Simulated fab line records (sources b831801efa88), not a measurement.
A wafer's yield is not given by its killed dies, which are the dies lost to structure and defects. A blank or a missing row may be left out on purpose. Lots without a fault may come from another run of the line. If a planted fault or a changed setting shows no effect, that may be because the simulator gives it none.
What tool caused it? ; flow sky130 ; 10 lots, 30 wafers sampled, at 3 steps of a route of 708

WHAT THE GAUGES SHOWED, per wafer
SKY_SD_P_TW_MEAS_11.
lot;measured;on;SD_P_TW
L278;day 26 02:13;film-metro-01;2801 2801 2795
L282;day 27 14:58;film-metro-01;2653 2665 2667
L283;day 27 21:52;film-metro-03;2656 2645 2655
L292;day 31 01:40;film-metro-04;2820 2827 2845
L293;day 31 03:35;film-metro-03;2814 2823 2842
L294;day 31 14:53;film-metro-04;2832 2837 2818
L295;day 32 03:50;film-metro-01;2819 2821 2815
L296;day 32 10:31;film-metro-03;2828 2816 2825
L297;day 32 11:46;film-metro-03;2817 2806 2822
L299;day 32 20:59;film-metro-03;2812 2796 2801

EACH LOT AND THE TOOL THAT RAN IT (in order: tool; ch and the chambers of the sampled wafers; start)
lot;SKY_SD_P_IMPLANT_09;SKY_SD_P_STRIP_10
L278;implanter-04 ch 0, day 26 01:58;plasma-asher-04 ch 0,1, day 26 02:07
L282;implanter-02 ch 0, day 27 14:43;plasma-asher-02 ch 0,1, day 27 14:52
L283;implanter-02 ch 0, day 27 21:40;plasma-asher-04 ch 0,1, day 27 21:46
L292;implanter-01 ch 0, day 31 01:26;plasma-asher-03 ch 0,1, day 31 01:35
L293;implanter-02 ch 0, day 31 03:22;plasma-asher-04 ch 0,1, day 31 03:29
L294;implanter-04 ch 0, day 31 14:38;plasma-asher-03 ch 0,1, day 31 14:47
L295;implanter-04 ch 0, day 32 03:37;plasma-asher-02 ch 0,1, day 32 03:44
L296;implanter-02 ch 0, day 32 10:19;plasma-asher-02 ch 0,1, day 32 10:26
L297;implanter-02 ch 0, day 32 11:32;plasma-asher-02 ch 0,1, day 32 11:41
L299;implanter-01 ch 0, day 32 20:44;plasma-asher-03 ch 0,1, day 32 20:53
- SKY_SD_P_IMPLANT_09
- SKY_SD_P_STRIP_10: strips in O2/N2.

THE ANSWER, worked out from the rows above alone
Rule: the lots themselves supply what counts as usual. The widest of any qualifying gaps counts: lots, ordered by their means at a reading, are off when they make up no more than a third of the lots, leave a main group of 4 or more, and stand apart from it by 3 or more times the standard deviation of that group's means. If all means in a main group match to the digits the tables above print for the reading, that group is not used. A lot without any number at a reading at which 4 lots or more have one is off too. The other lots that the step has rows for count as sound.
Off: L282, L283, seen at SKY_SD_P_TW_MEAS_11 (SD_P_TW). For the main group the mean is 2818 and the standard deviation 11.
If a tool, at a process step before that reading, ran all the lots that are off and no sound lot after the first of them, it fits. The gauges at SKY_SD_P_TW_MEAS_11 are tried like those tools. None of those tried fits.

WHAT WAS PUT IN BY THE SIMULATOR
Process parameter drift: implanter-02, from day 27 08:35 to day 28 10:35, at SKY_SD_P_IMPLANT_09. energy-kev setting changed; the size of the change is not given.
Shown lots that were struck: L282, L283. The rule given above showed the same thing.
